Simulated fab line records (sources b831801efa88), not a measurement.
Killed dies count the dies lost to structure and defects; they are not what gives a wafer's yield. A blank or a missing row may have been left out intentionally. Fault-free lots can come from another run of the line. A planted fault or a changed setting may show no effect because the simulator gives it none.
fab line records + flow sky130
record:
- lots: 12
- wafers: 36
- last_day: 50
route steps=708 shown NWELL@63 VT_ADJUST_NCORE@121 VT_ADJUST_HVTR@141 VT_ADJUST_PCH@150 PAD_OPEN@708
lots with no fault: from the same line, run without faults
start_h: the number of hours between the record's first day and the start of the first shown wafer of the lot + wait_h: how many hours have passed since the lot's step before this one + " identical to the entry in the row above + L1.1+2: several wafers, shown together as one row + - no value, or no start given + * or withheld: withheld + < > ~ a bound
route shown NAME@n: a module of which the file shows steps, and the number in the route of the first + usual: mean/standard deviation of fault-free wafers + same: alike in all rows + chamber/n: place in a boat + sites: the reading at each site + _std_site: standard deviation across them + _edge_site: mean of outer sites minus mean of inner sites + radius_mm: how far each site lies from the wafer's centre + mask NAME#n: copy n + behind: the last tool/chamber to shape the wafer + hold: the reason the lot was held/the length of the hold in hours/how it ended + device: which transistor (n, p or np) failed to switch + end of line: tests of these same wafers at the route's end + for a step that has no rows: nothing shown but its recipe + killed: dies lost to structure and defects at the first sort, not the wafer's yield + map: shows each die of a wafer: x if killed, . if not, _ if none is there
set.NAME: setting as actually run; set.NAME@STEP: the setting as run at that earlier step + model.NAME: the simulator's own value behind a step, which no gauge read
route steps across a sampled set of lots; one table per step, one row per wafer
services: from which hour (start_h, from the record's first day; less than 0 if before it) a tool's chamber was out of use, for how many hours, and why
== steps ==
step: SKY_NWELL_OVL_MEAS_10
usual:
- NWELL_00_OVL: 1.1/1.2
| lot.wafer | tool       | chamber | start_h | wait_h | NWELL_00_OVL[nm] |
|-----------|------------|---------|---------|--------|------------------|
| L506.2    | overlay-01 | -       | 90.95   | -      | -1.3             |
| L506.3    | "          | -       | "       | "      | -2.0             |
| L506.5    | "          | -       | "       | "      | -0.9             |
| L510.3    | overlay-02 | -       | 113.96  | -      | 0.4              |
| L510.4    | "          | -       | "       | "      | 0.3              |
| L510.6    | "          | -       | "       | "      | 1.8              |
| L511.1    | overlay-01 | -       | 120.55  | -      | 0.3              |
| L511.2    | "          | -       | "       | "      | 0.1              |
| L511.4    | "          | -       | "       | "      | -0.4             |
| L512.2    | overlay-01 | -       | 126.82  | -      | 0.6              |
| L512.4    | "          | -       | "       | "      | 0.3              |
| L512.5    | "          | -       | "       | "      | 1.1              |
| L513.2    | overlay-02 | -       | 131.50  | -      | -0.8             |
| L513.5    | "          | -       | "       | "      | 0.2              |
| L513.6    | "          | -       | "       | "      | 1.5              |
| L514.4    | overlay-02 | -       | 136.06  | -      | 1.7              |
| L514.5    | "          | -       | "       | "      | 0.3              |
| L514.6    | "          | -       | "       | "      | 0.9              |
| L515.3    | overlay-02 | -       | 141.41  | -      | -0.1             |
| L515.5    | "          | -       | "       | "      | 1.5              |
| L515.6    | "          | -       | "       | "      | 0.7              |
| L521.1    | overlay-01 | -       | 178.40  | -      | 2.9              |
| L521.2    | "          | -       | "       | "      | 2.1              |
| L521.5    | "          | -       | "       | "      | 1.9              |
| L522.4    | overlay-02 | -       | 183.93  | -      | 1.7              |
| L522.5    | "          | -       | "       | "      | 4.3              |
| L522.6    | "          | -       | "       | "      | 0.7              |
| L523.1    | overlay-01 | -       | 191.12  | -      | 3.1              |
| L523.3    | "          | -       | "       | "      | 1.6              |
| L523.6    | "          | -       | "       | "      | 0.9              |
| L526.1    | overlay-01 | -       | 209.27  | -      | 1.6              |
| L526.4    | "          | -       | "       | "      | 2.3              |
| L526.6    | "          | -       | "       | "      | 1.9              |
| L528.1    | overlay-01 | -       | 219.97  | -      | -1.2             |
| L528.2    | "          | -       | "       | "      | 2.4              |
| L528.3    | "          | -       | "       | "      | 1.3              |
step: SKY_VT_ADJUST_NCORE_COAT_02
recipe:
- resist: NOVOLAK
- spin_rpm: 3000
- resist_thk_nm: 1140
usual:
- chill_plate_temp_C: 23.03/0.11
- dispense_pressure_kPa: 53.9/1
| lot.wafer | tool           | chamber | start_h | wait_h | chill_plate_temp_C | dispense_pressure_kPa |
|-----------|----------------|---------|---------|--------|--------------------|-----------------------|
| L506.2    | litho_track-04 | 0       | 176.27  | 0.1    | 23.02              | 52.7                  |
| L506.3    | "              | 0       | "       | "      | 22.91              | 52.8                  |
| L506.5    | "              | 0       | "       | "      | 22.97              | 52.8                  |
| L510.3    | litho_track-01 | 0       | 206.20  | 0.1    | 23.31              | 54.8                  |
| L510.4    | "              | 0       | "       | "      | 23.09              | 54.8                  |
| L510.6    | "              | 0       | "       | "      | 23.12              | 54.8                  |
| L511.1    | litho_track-03 | 0       | 215.20  | 0.1    | 22.97              | 54.8                  |
| L511.2    | "              | 0       | "       | "      | 22.98              | 54.8                  |
| L511.4    | "              | 0       | "       | "      | 22.95              | 54.8                  |
| L512.2    | litho_track-01 | -       | 220.77  | 0.1    | -                  | -                     |
| L512.4    | "              | -       | "       | "      | -                  | -                     |
| L512.5    | "              | -       | "       | "      | -                  | -                     |
| L513.2    | litho_track-01 | -       | 226.47  | 0.1    | -                  | -                     |
| L513.5    | "              | -       | "       | "      | -                  | -                     |
| L513.6    | "              | -       | "       | "      | -                  | -                     |
| L514.4    | litho_track-03 | -       | 231.57  | 0.1    | -                  | -                     |
| L514.5    | "              | -       | "       | "      | -                  | -                     |
| L514.6    | "              | -       | "       | "      | -                  | -                     |
| L515.3    | litho_track-03 | 0       | 237.25  | 0.1    | 23.09              | 54.8                  |
| L515.5    | "              | 0       | "       | "      | 23.12              | 54.8                  |
| L515.6    | "              | 0       | "       | "      | 22.99              | 54.8                  |
| L521.1    | litho_track-01 | 0       | 281.05  | 0.1    | 23.15              | 54.9                  |
| L521.2    | "              | 0       | "       | "      | 22.94              | 54.9                  |
| L521.5    | "              | 0       | "       | "      | 22.96              | 54.9                  |
| L522.4    | litho_track-01 | 0       | 287.87  | 0.1    | 23.00              | 54.8                  |
| L522.5    | "              | 0       | "       | "      | 23.10              | 54.9                  |
| L522.6    | "              | 0       | "       | "      | 22.91              | 54.8                  |
| L523.1    | litho_track-04 | 0       | 296.54  | 0.1    | 23.08              | 52.7                  |
| L523.3    | "              | 0       | "       | "      | 22.89              | 52.7                  |
| L523.6    | "              | 0       | "       | "      | 22.94              | 52.7                  |
| L526.1    | litho_track-01 | 0       | 316.45  | 0.1    | 22.98              | 54.8                  |
| L526.4    | "              | 0       | "       | "      | 22.92              | 54.9                  |
| L526.6    | "              | 0       | "       | "      | 23.04              | 54.9                  |
| L528.1    | litho_track-03 | 0       | 329.40  | 0.1    | 23.25              | 54.6                  |
| L528.2    | "              | 0       | "       | "      | 23.10              | 54.6                  |
| L528.3    | "              | 0       | "       | "      | 23.13              | 54.6                  |
step: SKY_VT_ADJUST_NCORE_CD_MEAS_07
recipe:
- target_cd_nm: 380
usual:
- cd_nm: 380.2/2.5
| lot.wafer | tool      | chamber | start_h | wait_h | cd_nm |
|-----------|-----------|---------|---------|--------|-------|
| L506.2    | cd_sem-01 | -       | 187.22  | 0.1    | 384.0 |
| L506.3    | "         | -       | "       | "      | 383.3 |
| L506.5    | "         | -       | "       | "      | 384.4 |
| L510.3    | cd_sem-01 | -       | 217.39  | 0.1    | 381.8 |
| L510.4    | "         | -       | "       | "      | 382.0 |
| L510.6    | "         | -       | "       | "      | 380.1 |
| L511.1    | cd_sem-01 | -       | 226.00  | 0.1    | 376.7 |
| L511.2    | "         | -       | "       | "      | 376.0 |
| L511.4    | "         | -       | "       | "      | 378.5 |
| L512.2    | cd_sem-02 | -       | 232.12  | 0.1    | -     |
| L512.4    | "         | -       | "       | "      | -     |
| L512.5    | "         | -       | "       | "      | -     |
| L513.2    | cd_sem-02 | -       | 237.82  | 0.1    | -     |
| L513.5    | "         | -       | "       | "      | -     |
| L513.6    | "         | -       | "       | "      | -     |
| L514.4    | cd_sem-01 | -       | 243.01  | 0.1    | -     |
| L514.5    | "         | -       | "       | "      | -     |
| L514.6    | "         | -       | "       | "      | -     |
| L515.3    | cd_sem-01 | -       | 248.44  | 0.1    | 380.1 |
| L515.5    | "         | -       | "       | "      | 378.7 |
| L515.6    | "         | -       | "       | "      | 383.1 |
| L521.1    | cd_sem-02 | -       | 293.69  | 0.1    | 379.2 |
| L521.2    | "         | -       | "       | "      | 378.9 |
| L521.5    | "         | -       | "       | "      | 380.7 |
| L522.4    | cd_sem-02 | -       | 300.20  | 0.1    | 377.5 |
| L522.5    | "         | -       | "       | "      | 377.9 |
| L522.6    | "         | -       | "       | "      | 377.6 |
| L523.1    | cd_sem-02 | -       | 309.10  | 0.1    | 381.2 |
| L523.3    | "         | -       | "       | "      | 381.8 |
| L523.6    | "         | -       | "       | "      | 381.2 |
| L526.1    | cd_sem-02 | -       | 329.45  | 0.1    | 379.8 |
| L526.4    | "         | -       | "       | "      | 379.6 |
| L526.6    | "         | -       | "       | "      | 376.2 |
| L528.1    | cd_sem-02 | -       | 343.14  | 0.1    | 382.6 |
| L528.2    | "         | -       | "       | "      | 383.5 |
| L528.3    | "         | -       | "       | "      | 383.4 |
step: SKY_VT_ADJUST_HVTR_STRIP_10
recipe:
- chemistry: O2/N2
- power_w: 1400
- pressure_mtorr: 1500
- platen_temp_c: withheld
- o2_flow_sccm: 3000
- n2_flow_sccm: 300
- overash_fraction: 0.5
usual:
- drypump_motor_current_A: 5.53/0.25
- oes_product_au: 0.716/0.0049
- strip_time_to_endpoint_s: 14.16/0.041
| lot.wafer | tool            | chamber | start_h | wait_h | drypump_motor_current_A | oes_product_au | rf_hours_counter_h | strip_time_to_endpoint_s |
|-----------|-----------------|---------|---------|--------|-------------------------|----------------|--------------------|--------------------------|
| L506.2    | plasma_asher-03 | 1       | 209.22  | 0.1    | 5.58                    | 0.711          | 53                 | 14.22                    |
| L506.3    | "               | 1       | "       | "      | 5.57                    | 0.716          | -                  | 14.23                    |
| L506.5    | "               | 0       | "       | "      | 5.99                    | 0.711          | -                  | 14.19                    |
| L510.3    | plasma_asher-04 | 1       | 239.53  | 0.1    | 5.05                    | 0.717          | -                  | 14.24                    |
| L510.4    | "               | 0       | "       | "      | 5.67                    | 0.714          | -                  | 14.15                    |
| L510.6    | "               | 0       | "       | "      | 5.66                    | 0.715          | -                  | 14.23                    |
| L511.1    | plasma_asher-03 | 1       | 249.18  | 0.1    | 5.55                    | 0.713          | 57                 | 14.17                    |
| L511.2    | "               | 0       | "       | "      | 5.99                    | 0.703          | 57                 | 14.13                    |
| L511.4    | "               | 1       | "       | "      | 5.55                    | 0.721          | -                  | 14.14                    |
| L512.2    | plasma_asher-03 | 1       | 255.25  | 0.1    | 5.55                    | 0.721          | 58                 | 14.13                    |
| L512.4    | "               | 0       | "       | "      | 5.97                    | 0.715          | -                  | 14.17                    |
| L512.5    | "               | 1       | "       | "      | 5.57                    | 0.715          | -                  | 14.17                    |
| L513.2    | plasma_asher-01 | 1       | 261.55  | 0.1    | 5.47                    | 0.726          | 14                 | 14.12                    |
| L513.5    | "               | 1       | "       | "      | 5.45                    | 0.731          | -                  | 14.10                    |
| L513.6    | "               | 0       | "       | "      | 5.45                    | 0.715          | -                  | 14.07                    |
| L514.4    | plasma_asher-03 | 0       | 266.63  | 0.1    | 6.00                    | 0.718          | -                  | 14.16                    |
| L514.5    | "               | 1       | "       | "      | 5.50                    | 0.717          | -                  | 14.11                    |
| L514.6    | "               | 0       | "       | "      | 5.99                    | 0.715          | -                  | 14.16                    |
| L515.3    | plasma_asher-04 | 1       | 272.56  | 0.1    | 5.04                    | 0.723          | -                  | 14.16                    |
| L515.5    | "               | 1       | "       | "      | 5.09                    | 0.718          | -                  | 14.13                    |
| L515.6    | "               | 0       | "       | "      | 5.63                    | 0.721          | -                  | 14.17                    |
| L521.1    | plasma_asher-01 | 0       | 318.45  | 0.1    | 5.50                    | 0.721          | 20                 | 14.14                    |
| L521.2    | "               | 1       | "       | "      | 5.51                    | 0.715          | 20                 | 14.13                    |
| L521.5    | "               | 0       | "       | "      | 5.42                    | 0.714          | -                  | 14.14                    |
| L522.4    | plasma_asher-01 | 0       | 325.63  | 0.1    | 5.51                    | 0.715          | -                  | 14.14                    |
| L522.5    | "               | 0       | "       | "      | 5.47                    | 0.716          | -                  | 14.15                    |
| L522.6    | "               | 1       | "       | "      | 5.50                    | 0.721          | -                  | 14.17                    |
| L523.1    | plasma_asher-04 | 0       | 334.87  | 0.1    | 5.66                    | 0.716          | 52                 | 14.20                    |
| L523.3    | "               | 0       | "       | "      | 5.64                    | 0.717          | -                  | 14.24                    |
| L523.6    | "               | 0       | "       | "      | 5.66                    | 0.710          | -                  | 14.20                    |
| L526.1    | plasma_asher-01 | 0       | 357.00  | 0.1    | 5.49                    | 0.718          | 23                 | 14.10                    |
| L526.4    | "               | 0       | "       | "      | 5.47                    | 0.717          | -                  | 14.11                    |
| L526.6    | "               | 1       | "       | "      | 5.46                    | 0.720          | -                  | 14.14                    |
| L528.1    | plasma_asher-01 | 1       | 371.15  | 0.1    | 5.50                    | 0.714          | 25                 | 14.17                    |
| L528.2    | "               | 0       | "       | "      | 5.45                    | 0.724          | 25                 | 14.09                    |
| L528.3    | "               | 0       | "       | "      | 5.44                    | 0.705          | -                  | 14.20                    |
step: SKY_VT_ADJUST_HVTR_TW_MEAS_11
usual:
- VT_ADJUST_HVTR_TW: 210.6/1.7
| lot.wafer | tool          | chamber | start_h | wait_h | hold                     | VT_ADJUST_HVTR_TW |
|-----------|---------------|---------|---------|--------|--------------------------|-------------------|
| L506.2    | film_metro-02 | -       | 209.33  | 0.1    | -                        | 209.9             |
| L506.3    | "             | -       | "       | "      | -                        | 212.4             |
| L506.5    | "             | -       | "       | "      | -                        | 210.6             |
| L510.3    | film_metro-04 | -       | 239.62  | 0.1    | -                        | 213.4             |
| L510.4    | "             | -       | "       | "      | -                        | 211.0             |
| L510.6    | "             | -       | "       | "      | -                        | 211.5             |
| L511.1    | film_metro-03 | -       | 249.28  | 0.1    | -                        | 209.7             |
| L511.2    | "             | -       | "       | "      | -                        | 209.5             |
| L511.4    | "             | -       | "       | "      | -                        | 209.4             |
| L512.2    | film_metro-03 | -       | 255.36  | 0.1    | await_dispo/0.2h/release | 261.1             |
| L512.4    | "             | -       | "       | "      | await_dispo/0.2h/release | 261.8             |
| L512.5    | "             | -       | "       | "      | await_dispo/0.2h/release | 261.4             |
| L512.2    | film_metro-03 | -       | 255.59  | 0.2    | -                        | 260.0             |
| L512.4    | "             | -       | "       | "      | -                        | 260.6             |
| L512.5    | "             | -       | "       | "      | -                        | 260.1             |
| L513.2    | film_metro-02 | -       | 261.66  | 0.1    | await_dispo/0.2h/release | 262.1             |
| L513.5    | "             | -       | "       | "      | await_dispo/0.2h/release | 262.7             |
| L513.6    | "             | -       | "       | "      | await_dispo/0.2h/release | 263.2             |
| L513.2    | film_metro-02 | -       | 261.91  | 0.2    | -                        | 262.5             |
| L513.5    | "             | -       | "       | "      | -                        | 262.1             |
| L513.6    | "             | -       | "       | "      | -                        | 261.6             |
| L514.4    | film_metro-03 | -       | 266.73  | 0.1    | await_dispo/0.2h/release | 260.5             |
| L514.5    | "             | -       | "       | "      | await_dispo/0.2h/release | 261.2             |
| L514.6    | "             | -       | "       | "      | await_dispo/0.2h/release | 261.6             |
| L514.4    | film_metro-03 | -       | 266.96  | 0.2    | -                        | 261.3             |
| L514.5    | "             | -       | "       | "      | -                        | 261.6             |
| L514.6    | "             | -       | "       | "      | -                        | 261.3             |
| L515.3    | film_metro-04 | -       | 272.64  | 0.1    | -                        | 212.7             |
| L515.5    | "             | -       | "       | "      | -                        | 213.0             |
| L515.6    | "             | -       | "       | "      | -                        | 212.3             |
| L521.1    | film_metro-03 | -       | 318.55  | 0.1    | -                        | 210.1             |
| L521.2    | "             | -       | "       | "      | -                        | 208.5             |
| L521.5    | "             | -       | "       | "      | -                        | 210.2             |
| L522.4    | film_metro-04 | -       | 325.73  | 0.1    | -                        | 213.1             |
| L522.5    | "             | -       | "       | "      | -                        | 214.6             |
| L522.6    | "             | -       | "       | "      | -                        | 213.2             |
| L523.1    | film_metro-02 | -       | 334.97  | 0.1    | -                        | 208.9             |
| L523.3    | "             | -       | "       | "      | -                        | 209.2             |
| L523.6    | "             | -       | "       | "      | -                        | 210.6             |
| L526.1    | film_metro-03 | -       | 357.10  | 0.1    | -                        | 208.7             |
| L526.4    | "             | -       | "       | "      | -                        | 208.5             |
| L526.6    | "             | -       | "       | "      | -                        | 208.3             |
| L528.1    | film_metro-03 | -       | 371.25  | 0.1    | -                        | 207.9             |
| L528.2    | "             | -       | "       | "      | -                        | 208.0             |
| L528.3    | "             | -       | "       | "      | -                        | 208.1             |
step: SKY_VT_ADJUST_PCH_OVL_MEAS_07
usual:
- VT_ADJUST_PCH_OVL: 0.2/1.5
| lot.wafer | tool       | chamber | start_h | wait_h | VT_ADJUST_PCH_OVL[nm] |
|-----------|------------|---------|---------|--------|-----------------------|
| L506.2    | overlay-01 | -       | 231.35  | -      | 2.0                   |
| L506.3    | "          | -       | "       | "      | 1.1                   |
| L506.5    | "          | -       | "       | "      | 0.6                   |
| L510.3    | overlay-02 | -       | 263.03  | -      | 1.8                   |
| L510.4    | "          | -       | "       | "      | 2.5                   |
| L510.6    | "          | -       | "       | "      | 0.3                   |
| L511.1    | overlay-01 | -       | 272.57  | -      | -0.6                  |
| L511.2    | "          | -       | "       | "      | -1.1                  |
| L511.4    | "          | -       | "       | "      | 0.0                   |
| L512.2    | overlay-02 | -       | 279.41  | -      | 0.3                   |
| L512.4    | "          | -       | "       | "      | -0.2                  |
| L512.5    | "          | -       | "       | "      | 2.3                   |
| L513.2    | overlay-02 | -       | 285.80  | -      | -0.6                  |
| L513.5    | "          | -       | "       | "      | -0.2                  |
| L513.6    | "          | -       | "       | "      | 1.8                   |
| L514.4    | overlay-01 | -       | 291.41  | -      | 3.1                   |
| L514.5    | "          | -       | "       | "      | -0.9                  |
| L514.6    | "          | -       | "       | "      | 3.3                   |
| L515.3    | overlay-01 | -       | 297.36  | -      | -0.4                  |
| L515.5    | "          | -       | "       | "      | 0.4                   |
| L515.6    | "          | -       | "       | "      | -0.2                  |
| L521.1    | overlay-02 | -       | 344.90  | -      | -1.4                  |
| L521.2    | "          | -       | "       | "      | 1.2                   |
| L521.5    | "          | -       | "       | "      | -1.2                  |
| L522.4    | overlay-01 | -       | 352.72  | -      | -1.1                  |
| L522.5    | "          | -       | "       | "      | 1.0                   |
| L522.6    | "          | -       | "       | "      | 0.6                   |
| L523.1    | overlay-01 | -       | 363.05  | -      | -2.2                  |
| L523.3    | "          | -       | "       | "      | -0.2                  |
| L523.6    | "          | -       | "       | "      | -1.8                  |
| L526.1    | overlay-01 | -       | 384.70  | -      | 2.1                   |
| L526.4    | "          | -       | "       | "      | 1.8                   |
| L526.6    | "          | -       | "       | "      | -0.1                  |
| L528.1    | overlay-01 | -       | 398.79  | -      | -1.5                  |
| L528.2    | "          | -       | "       | "      | -0.9                  |
| L528.3    | "          | -       | "       | "      | 0.6                   |
step: SKY_VT_ADJUST_PCH_TW_MEAS_10
usual:
- VT_ADJUST_PCH_TW: 142.4/0.76
| lot.wafer | tool          | chamber | start_h | wait_h | hold                     | VT_ADJUST_PCH_TW |
|-----------|---------------|---------|---------|--------|--------------------------|------------------|
| L506.2    | film_metro-01 | -       | 231.64  | 0.1    | -                        | 143.3            |
| L506.3    | "             | -       | "       | "      | -                        | 143.1            |
| L506.5    | "             | -       | "       | "      | -                        | 143.0            |
| L510.3    | film_metro-02 | -       | 263.32  | 0.1    | -                        | 142.1            |
| L510.4    | "             | -       | "       | "      | -                        | 141.6            |
| L510.6    | "             | -       | "       | "      | -                        | 142.0            |
| L511.1    | film_metro-02 | -       | 272.99  | 0.1    | -                        | 142.8            |
| L511.2    | "             | -       | "       | "      | -                        | 142.2            |
| L511.4    | "             | -       | "       | "      | -                        | 142.3            |
| L512.2    | film_metro-02 | -       | 279.70  | 0.1    | await_dispo/0.2h/release | 232.5            |
| L512.4    | "             | -       | "       | "      | await_dispo/0.2h/release | 231.1            |
| L512.5    | "             | -       | "       | "      | await_dispo/0.2h/release | 229.8            |
| L512.2    | film_metro-02 | -       | 279.92  | 0.2    | -                        | 230.6            |
| L512.4    | "             | -       | "       | "      | -                        | 231.4            |
| L512.5    | "             | -       | "       | "      | -                        | 232.0            |
| L513.2    | film_metro-01 | -       | 286.09  | 0.1    | await_dispo/0.2h/release | 230.2            |
| L513.5    | "             | -       | "       | "      | await_dispo/0.2h/release | 229.6            |
| L513.6    | "             | -       | "       | "      | await_dispo/0.2h/release | 230.9            |
| L513.2    | film_metro-01 | -       | 286.42  | 0.3    | -                        | 231.5            |
| L513.5    | "             | -       | "       | "      | -                        | 230.0            |
| L513.6    | "             | -       | "       | "      | -                        | 229.4            |
| L514.4    | film_metro-01 | -       | 291.71  | 0.1    | await_dispo/0.2h/release | 231.3            |
| L514.5    | "             | -       | "       | "      | await_dispo/0.2h/release | 235.0            |
| L514.6    | "             | -       | "       | "      | await_dispo/0.2h/release | 231.9            |
| L514.4    | film_metro-01 | -       | 291.94  | 0.2    | -                        | 233.2            |
| L514.5    | "             | -       | "       | "      | -                        | 232.7            |
| L514.6    | "             | -       | "       | "      | -                        | 232.7            |
| L515.3    | film_metro-02 | -       | 297.66  | 0.1    | -                        | 142.4            |
| L515.5    | "             | -       | "       | "      | -                        | 143.5            |
| L515.6    | "             | -       | "       | "      | -                        | 143.1            |
| L521.1    | film_metro-02 | -       | 345.19  | 0.1    | -                        | 142.5            |
| L521.2    | "             | -       | "       | "      | -                        | 141.6            |
| L521.5    | "             | -       | "       | "      | -                        | 142.5            |
| L522.4    | film_metro-02 | -       | 353.02  | 0.1    | -                        | 142.9            |
| L522.5    | "             | -       | "       | "      | -                        | 143.5            |
| L522.6    | "             | -       | "       | "      | -                        | 142.3            |
| L523.1    | film_metro-02 | -       | 363.34  | 0.1    | -                        | 142.8            |
| L523.3    | "             | -       | "       | "      | -                        | 142.0            |
| L523.6    | "             | -       | "       | "      | -                        | 143.1            |
| L526.1    | film_metro-01 | -       | 384.99  | 0.1    | -                        | 142.9            |
| L526.4    | "             | -       | "       | "      | -                        | 144.4            |
| L526.6    | "             | -       | "       | "      | -                        | 143.2            |
| L528.1    | film_metro-02 | -       | 399.08  | 0.1    | -                        | 142.8            |
| L528.2    | "             | -       | "       | "      | -                        | 142.9            |
| L528.3    | "             | -       | "       | "      | -                        | 142.0            |
step: SKY_PAD_OPEN_PROBE_99
usual:
- defect_limited_yield: 82.2/1.8
- killed_at_M0_to_M3: 44/7.1
- killed_at_M4_up: 3.1/1.9
- killed_at_contacts: 25/5.8
- killed_at_front_end: 16/4.5
- killed_at_other: 0.3/0.52
- killed_dies: 88/9.1
- killed_open: 48/6.8
- killed_short: 39/5.8
- sort_bin_3_pad_short: 0.9/0.4
- sort_bin_5_function: 10.6/1.4
- sort_bin_6_memory: 6.3/1.1
- sort_n_pass: 404/9.1
- sort_yield_pct: 82.2/1.8
same:
- gross_dies: 492
- killed_at_back_side: 0
- sort_bin_4_leakage[%]: 0
- sort_bin_8_speed[%]: 0
| lot.wafer | tool      | chamber | start_h | wait_h | defect_limited_yield[%] | killed_at_M0_to_M3 | killed_at_M4_up | killed_at_contacts | killed_at_front_end | killed_at_other | killed_dies | killed_open | killed_short | sort_bin_3_pad_short[%] | sort_bin_5_function[%] | sort_bin_6_memory[%] | sort_n_pass | sort_yield_pct[%] |
|-----------|-----------|---------|---------|--------|-------------------------|--------------------|-----------------|--------------------|---------------------|-----------------|-------------|-------------|--------------|-------------------------|------------------------|----------------------|-------------|-------------------|
| L511.1    | prober-01 | -       | 1132.15 | 0.1    | 81.7                    | 45                 | 1               | 34                 | 10                  | 0               | 90          | 49          | 41           | 0.8                     | 11.4                   | 6.1                  | 402         | 81.7              |
| L511.2    | prober-01 | -       | 1132.20 | 0.1    | 80.5                    | 52                 | 2               | 22                 | 19                  | 1               | 96          | 53          | 43           | 1.0                     | 11.4                   | 7.1                  | 396         | 80.5              |
| L511.4    | prober-01 | -       | 1132.30 | 0.2    | 81.5                    | 45                 | 1               | 26                 | 19                  | 0               | 91          | 48          | 43           | 1.2                     | 9.3                    | 7.9                  | 401         | 81.5              |
| L521.1    | prober-01 | -       | 1168.23 | 0.1    | 82.1                    | 38                 | 2               | 26                 | 22                  | 0               | 88          | 49          | 39           | 1.2                     | 10.4                   | 6.3                  | 404         | 82.1              |
| L521.2    | prober-01 | -       | 1168.28 | 0.1    | 82.5                    | 42                 | 1               | 31                 | 11                  | 1               | 86          | 52          | 33           | 0.8                     | 10.0                   | 6.7                  | 406         | 82.5              |
| L521.5    | prober-01 | -       | 1168.43 | 0.2    | 83.9                    | 43                 | 5               | 18                 | 12                  | 1               | 79          | 35          | 43           | 1.8                     | 8.5                    | 5.7                  | 413         | 83.9              |
killed by level:class
L511.1 LI_CONTACT:geometric_particle:open=11 CONTACT:geometric_particle:open=10 VIA2:geometric_particle:open=9 VIA1:geometric_particle:open=8 VIA1:geometric_particle:short=7 POLY_GATE:geometric_particle:open=4 LI_CONTACT:geometric_particle:short=4 LOCAL_INTERCONNECT:geometric_particle:short=4
L511.2 VIA1:geometric_particle:open=15 CONTACT:geometric_particle:open=12 POLY_GATE:geometric_particle:open=7 POLY_GATE:geometric_particle:short=7 METAL1:geometric_particle:short=7 VIA2:geometric_particle:short=5 VIA2:geometric_particle:open=5 VIA1:geometric_particle:short=4
L511.4 CONTACT:geometric_particle:open=14 VIA1:geometric_particle:open=12 METAL1:geometric_particle:short=8 VIA1:geometric_particle:short=8 POLY_GATE:geometric_particle:short=6 CONTACT:geometric_particle:short=5 METAL2:geometric_particle:short=5 FIELD_ISO:geometric_particle:open=4
L521.1 VIA1:geometric_particle:open=10 LOCAL_INTERCONNECT:geometric_particle:short=8 CONTACT:geometric_particle:open=8 FIELD_ISO:geometric_particle:short=7 LI_CONTACT:geometric_particle:open=7 VIA2:geometric_particle:open=6 VIA1:geometric_particle:short=5 POLY_GATE:geometric_particle:open=4
L521.2 VIA1:geometric_particle:open=11 CONTACT:geometric_particle:open=10 VIA2:geometric_particle:open=8 LI_CONTACT:geometric_particle:open=8 CONTACT:geometric_particle:short=5 VIA2:geometric_particle:short=5 METAL3:geometric_particle:short=5 LOCAL_INTERCONNECT:geometric_particle:short=4
L521.5 METAL1:geometric_particle:short=9 VIA1:geometric_particle:open=6 LOCAL_INTERCONNECT:geometric_particle:short=5 VIA3:geometric_particle:open=5 FIELD_ISO:geometric_particle:open=4 FIELD_ISO:geometric_particle:short=4 CONTACT:geometric_particle:short=4 VIA2:geometric_particle:open=4
== services ==
| tool            | chamber | start_h | hours | kind                      |
|-----------------|---------|---------|-------|---------------------------|
| plasma_asher-01 | -       | 232.03  | 2.3   | repair                    |
| plasma_asher-03 | -       | 304.21  | 1.6   | repair                    |
| litho_track-03  | -       | 352.32  | -     | consumable_replace:filter |
== key ==
first_sign:
- step: SKY_VT_ADJUST_NCORE_COAT_02
- reading: tool_record
- direction: missing
effect:
- step: SKY_VT_ADJUST_NCORE_CD_MEAS_07
- reading: cd_nm
- direction: missing
effect:
- step: SKY_VT_ADJUST_HVTR_TW_MEAS_11
- reading: visit
- direction: added
effect:
- step: SKY_VT_ADJUST_HVTR_TW_MEAS_11
- reading: VT_ADJUST_HVTR_TW
- direction: up
- sigmas: 31
- usual: 210.6
- struck: 261.7
effect:
- step: SKY_VT_ADJUST_PCH_TW_MEAS_10
- reading: VT_ADJUST_PCH_TW
- direction: up
- sigmas: 99+
- usual: 142.4
- struck: 231.4
met_at SKY_VT_ADJUST_NCORE_COAT_02
struck_lots L512,L513,L514
scrapped_behind SKY_VT_ADJUST_PCH_TW_MEAS_10 L512.2,L512.4,L512.5,L513.2,L513.5,L513.6,L514.4,L514.5,L514.6
not_acting_at SKY_NWELL_OVL_MEAS_10,SKY_VT_ADJUST_HVTR_STRIP_10,SKY_VT_ADJUST_PCH_OVL_MEAS_07
onset_between 215.20 220.77
fault:
- kind: skipped_step_whole
- tool: litho_track-01,litho_track-03
- chamber: -
- onset_h: 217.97
- steps: SKY_VT_ADJUST_NCORE_COAT_02
- scope: struck_lots_only
